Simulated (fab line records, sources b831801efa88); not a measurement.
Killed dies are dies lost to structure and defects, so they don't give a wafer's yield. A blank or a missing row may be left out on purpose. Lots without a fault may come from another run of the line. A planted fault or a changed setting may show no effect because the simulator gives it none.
Which tool did it? | flow sky130 | 11 lots, 32 wafers sampled, at 5 steps of a route of 708

WHAT THE GAUGES READ, wafer by wafer
SKY_VIA2_BOW_MEAS_03. Usual: VIA2_BOW 86 um, standard deviation 7.8.
lot  | measured     | on            | VIA2_BOW (um) | flag
L887 | day 35 04:36 | film_metro-01 | 79 81 78      |
L888 | day 36 00:53 | film_metro-02 | 74 80 83      |
L889 | day 36 07:24 | film_metro-01 | 91 93 86      |
L890 | day 36 13:11 | film_metro-01 | 71 91 97      |
L891 | day 37 15:18 | film_metro-01 | 78 70 80      |
L897 | day 38 12:04 | film_metro-01 | 80 93         |
L902 | day 40 03:13 | film_metro-02 | 98 83 80      |
L904 | day 40 18:24 | film_metro-01 | 99 93 82      |
L906 | day 41 08:29 | film_metro-04 | 92 86 92      |
L909 | day 42 04:50 | film_metro-04 | 91 89 102     |
L910 | day 42 05:34 | film_metro-02 | 94 95 76      |

SKY_CAPM_THK_MEAS_01. Usual: CAPM_CVD_00_THK 15.47 nm, standard deviation 0.2.
lot  | measured     | on            | CAPM_CVD_00_THK (nm) | flag
L887 | day 36 09:02 | film_metro-04 | 15.37 15.27 15.00    |
L888 | day 37 05:24 | film_metro-03 | 15.62 15.63 15.92    |
L889 | day 37 11:58 | film_metro-04 | 15.09 15.43 15.57    |
L890 | day 37 17:04 | film_metro-04 | 15.25 15.52 15.74    |
L891 | day 38 18:43 | film_metro-03 | 25.60 25.63 15.60    | OFF
L897 | day 39 15:24 | film_metro-04 | 25.57 15.59          | OFF
L902 | day 41 04:30 | film_metro-04 | 15.32 15.63 15.45    |
L904 | day 41 20:19 | film_metro-03 | 15.43 15.63 15.61    |
L906 | day 42 10:30 | film_metro-01 | 15.51 15.26 15.33    |
L909 | day 43 06:02 | film_metro-04 | 15.69 15.45 15.75    |
L910 | day 43 07:23 | film_metro-03 | 15.31 15.34 15.56    |

WHICH TOOL RAN EACH LOT (tool, then ch and the chambers of the sampled wafers, then the start)
lot  | SKY_VIA1_SPUTTER_20          | SKY_METAL2_SPUTTER_00        | SKY_CAPM_CVD_00
L887 | pvd_sputter-04, day 34 00:07 | pvd_sputter-02, day 34 00:44 | pecvd-04 ch 0,1,2, day 36 09:01
L888 | pvd_sputter-02, day 34 19:27 | pvd_sputter-03, day 34 20:05 | pecvd-03 ch 0,1,2, day 37 05:23
L889 | pvd_sputter-04, day 35 01:53 | pvd_sputter-02, day 35 02:31 | pecvd-01 ch 1,2, day 37 11:56
L890 | pvd_sputter-02, day 35 08:45 | pvd_sputter-03, day 35 09:23 | pecvd-03 ch 0,1,2, day 37 17:02
L891 | pvd_sputter-01, day 36 10:59 | pvd_sputter-04, day 36 11:37 | pecvd-03 ch 0,1, day 38 18:41
L897 | pvd_sputter-02, day 37 07:56 | pvd_sputter-03, day 37 08:34 | pecvd-03 ch 0,1, day 39 15:22
L902 | pvd_sputter-01, day 39 00:08 | pvd_sputter-02, day 39 00:46 | pecvd-01 ch 0,2, day 41 04:28
L904 | pvd_sputter-02, day 39 16:05 | pvd_sputter-02, day 39 16:43 | pecvd-01 ch 0,1,2, day 41 20:17
L906 | pvd_sputter-02, day 40 05:50 | pvd_sputter-03, day 40 06:29 | pecvd-03 ch 0,1,2, day 42 10:29
L909 | pvd_sputter-02, day 41 02:04 | pvd_sputter-03, day 41 02:43 | pecvd-01 ch 1,2, day 43 06:01
L910 | pvd_sputter-01, day 41 03:23 | pvd_sputter-04, day 41 04:01 | pecvd-03 ch 0,2, day 43 07:20
- SKY_VIA1_SPUTTER_20: material TiN, target thk 20 nm, time 80 s.
- SKY_METAL2_SPUTTER_00: material Ti, target thk 15 nm, time 10 s.
- SKY_CAPM_CVD_00: deposits SiO2, target thk 15.5 nm.

WHAT THE TOOLS THEMSELVES READ (means of the sampled wafers that have a number; where no wafer has one, the mark that the record gives instead)
SKY_VIA1_SPUTTER_20. Usual: cathode_dc_power_W 4000.0 W, standard deviation 0.81; throttle_valve_pct 29.7 %, standard deviation 1.
lot  | tool           | cathode_dc_power_W (W) | throttle_valve_pct (%) | flag
L887 | pvd_sputter-04 | 4000.4                 | 29.7                   |
L888 | pvd_sputter-02 | 4000.7                 | 28.8                   |
L889 | pvd_sputter-04 | 4000.0                 | 29.4                   |
L890 | pvd_sputter-02 | 4000.2                 | 29.6                   |
L891 | pvd_sputter-01 | 4000.4                 | 30.9                   |
L897 | pvd_sputter-02 | 4000.4                 | 29.0                   |
L902 | pvd_sputter-01 | 4000.3                 | 30.5                   |
L904 | pvd_sputter-02 | 4000.2                 | 29.0                   |
L906 | pvd_sputter-02 | 3999.3                 | 29.5                   |
L909 | pvd_sputter-02 | 3999.6                 | 29.5                   |
L910 | pvd_sputter-01 | 3999.7                 | 30.9                   |

SKY_METAL2_SPUTTER_00. Usual: cathode_dc_power_W 3000.0 W, standard deviation 0.58; throttle_valve_pct 29.3 %, standard deviation 0.87.
lot  | tool           | cathode_dc_power_W (W) | throttle_valve_pct (%) | flag
L887 | pvd_sputter-02 | 2999.8                 | 29.3                   |
L888 | pvd_sputter-03 | 3000.7                 | 29.5                   |
L889 | pvd_sputter-02 | 3000.4                 | 29.2                   |
L890 | pvd_sputter-03 | 2999.7                 | 29.6                   |
L891 | pvd_sputter-04 | 2999.7                 | 28.1                   |
L897 | pvd_sputter-03 | 3000.6                 | 29.2                   |
L902 | pvd_sputter-02 | 3000.3                 | 29.3                   |
L904 | pvd_sputter-02 | 2999.5                 | 30.1                   |
L906 | pvd_sputter-03 | 2999.9                 | 29.3                   |
L909 | pvd_sputter-03 | 3000.2                 | 29.2                   |
L910 | pvd_sputter-04 | 3000.1                 | 29.8                   |

SKY_CAPM_CVD_00. Usual: heater_power_w 706 W, standard deviation 96; rf_fwd_power_W 439.6 W, standard deviation 1.6.
lot  | tool     | heater_power_w (W) | rf_fwd_power_W (W) | flag
L887 | pecvd-04 | 678                | 439.3              |
L888 | pecvd-03 | 645                | 439.8              |
L889 | pecvd-01 | 832                | 440.6              |
L890 | pecvd-03 | 657                | 440.0              |
L891 | pecvd-03 | 622                | 439.6              |
L897 | pecvd-03 | 658                | 439.1              |
L902 | pecvd-01 | 830                | 442.2              |
L904 | pecvd-01 | 816                | 440.2              |
L906 | pecvd-03 | 697                | 439.8              |
L909 | pecvd-01 | 791                | 440.4              |
L910 | pecvd-03 | 710                | 439.7              |

THE ANSWER, worked out from the rows above alone
Rule: a lot is off if the mean of its wafers that have a number lies more than 3 standard deviations from the usual mean. A lot without any number at a reading at which 4 lots or more have one is off too. The other lots that the step has rows for count as sound. The gauges are gone through in route order, then the tools' own readings, and for those a lot's mean is taken as printed above. The first step at which some lot is off is used, and at that step the reading that is off furthest; a lot without a number counts as furthest.
Off: L891, L897, at SKY_CAPM_THK_MEAS_01 (CAPM_CVD_00_THK).
A tool fits if, at a process step before that reading, it ran every lot that is off, and no sound lot after the first of them. The gauges at SKY_CAPM_THK_MEAS_01 are tried like those tools. None of those tried fits.

WHAT THE SIMULATOR HAD PUT IN
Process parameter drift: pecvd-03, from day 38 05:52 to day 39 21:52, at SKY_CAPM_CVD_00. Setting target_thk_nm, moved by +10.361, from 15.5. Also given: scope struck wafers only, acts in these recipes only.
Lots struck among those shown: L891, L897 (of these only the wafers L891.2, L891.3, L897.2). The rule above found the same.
